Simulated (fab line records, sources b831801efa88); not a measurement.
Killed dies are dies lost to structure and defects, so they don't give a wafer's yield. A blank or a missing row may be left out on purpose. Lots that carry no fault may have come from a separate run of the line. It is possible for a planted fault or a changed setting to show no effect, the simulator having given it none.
2 desks, one fault || flow gf180mcu || only its own numbers are on each desk; what lay behind them is given at the end

== METROLOGY DESK ==
What the gauges read, lot by lot, whatever tool the lot ran on: means of the sampled wafers that have a number. Any lot whose mean is over 4 standard deviations away from the usual mean is out of limits and marked OUT; that distance is given in the brackets.
Columns: A = cd nm at GF_STI_CD_MEAS_12, usual 220.2 nm; B = STI_OXIDATION_02_THK at GF_STI_THK_MEAS_30, usual 9.93 nm; C = LVPWELL_TW at GF_LVPWELL_TW_MEAS_11, usual 553; D = MVSD_OVL at GF_MVSD_OVL_MEAS_07, usual -0.8 nm
{"lot": "L493", "first seen here": "day 2 11:28", "A": 218.7, "B": 9.90, "C": 563, "D": -0.6}
{"lot": "L494", "first seen here": "day 2 17:26", "A": 218.4, "B": 10.02, "C": 560, "D": -1.1}
{"lot": "L495", "first seen here": "day 2 22:04", "A": 221.2, "B": 9.77, "C": 544, "D": -2.2}
{"lot": "L496", "first seen here": "day 3 02:46", "A": 220.7, "B": 10.41, "C": 557, "D": 0.1}
{"lot": "L497", "first seen here": "day 3 11:18", "A": 220.5, "B": 9.92, "C": 550, "D": -0.3}
{"lot": "L500", "first seen here": "day 4 03:20", "A": 219.9, "B": 9.89, "C": 549, "D": -0.8}
{"lot": "L501", "first seen here": "day 4 09:01", "A": 219.8, "B": 9.81, "C": 557, "D": -2.7}
{"lot": "L504", "first seen here": "day 4 21:40", "A": 220.1, "B": 9.74, "C": "453 (-14) OUT", "D": -0.3}
{"lot": "L509", "first seen here": "day 5 22:10", "A": 220.2, "B": 9.89, "C": 562, "D": -0.4}
{"lot": "L510", "first seen here": "day 6 04:02", "A": 220.6, "B": 10.05, "C": 547, "D": -0.3}
{"lot": "L512", "first seen here": "day 6 13:58", "A": 222.6, "B": 9.76, "C": 547, "D": -1.7}
{"lot": "L513", "first seen here": "day 6 19:37", "A": 220.4, "B": 10.08, "C": 559, "D": -1.4}
{"lot": "L514", "first seen here": "day 7 01:22", "A": 220.6, "B": 9.86, "C": 546, "D": -1.0}
This desk finds L504 out of limits, with the earliest case on L504 at day 7 00:16 (LVPWELL_TW at GF_LVPWELL_TW_MEAS_11). L493, L494, L495, L496, L497, L500, L501, L509, L510, L512, L513, L514: within limits.

== TOOL OWNER'S DESK, plasma asher-02 ==
The tool's own readings at GF_NWELL_STRIP_10 (strips in O2/N2): means of the sampled wafers that have a number, for each lot that ran on this tool. Any lot whose mean is over 4 standard deviations away from the usual mean is out of limits and marked OUT; that distance is given in the brackets.
Columns: A = drypump motor current A at GF_NWELL_STRIP_10, usual 6.0 A; B = heater power w at GF_NWELL_STRIP_10, usual 348 W; C = oes product au at GF_NWELL_STRIP_10, usual 0.722 a.u.; D = platen temp c at GF_NWELL_STRIP_10, usual 250.04 C; E = strip time to endpoint s at GF_NWELL_STRIP_10, usual 37.00 s
{"lot": "L497", "first seen here": "day 5 03:23", "A": 5.9, "B": 358, "C": 0.721, "D": 250.05, "E": 36.99}
{"lot": "L504", "first seen here": "day 6 08:47", "A": 5.9, "B": 364, "C": "0.962 (+52) OUT", "D": 250.04, "E": "-"}
{"lot": "L514", "first seen here": "day 8 14:11", "A": 6.3, "B": 377, "C": 0.720, "D": 249.90, "E": 37.04}
This desk finds L504 out of limits, L504 being first, at day 6 08:47 (oes product au at GF_NWELL_STRIP_10). L497, L514: within limits.

== TAKEN TOGETHER ==
On L504, at day 6 08:47, an alarm was possible from the tool owner's desk.
L504 would have let the metrology desk raise an alarm at day 7 00:16.
Every lot named ran GF_NWELL_STRIP_10 on plasma asher-02.

== WHAT WAS PUT IN BY THE SIMULATOR ==
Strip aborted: plasma asher-02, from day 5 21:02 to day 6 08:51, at GF_NWELL_STRIP_10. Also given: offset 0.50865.
Struck lots among those shown: L504.
Delay (hours) between the fault's onset and each desk's first out-of-limits reading: 12 at the tool owner's desk, 27 at the metrology desk.
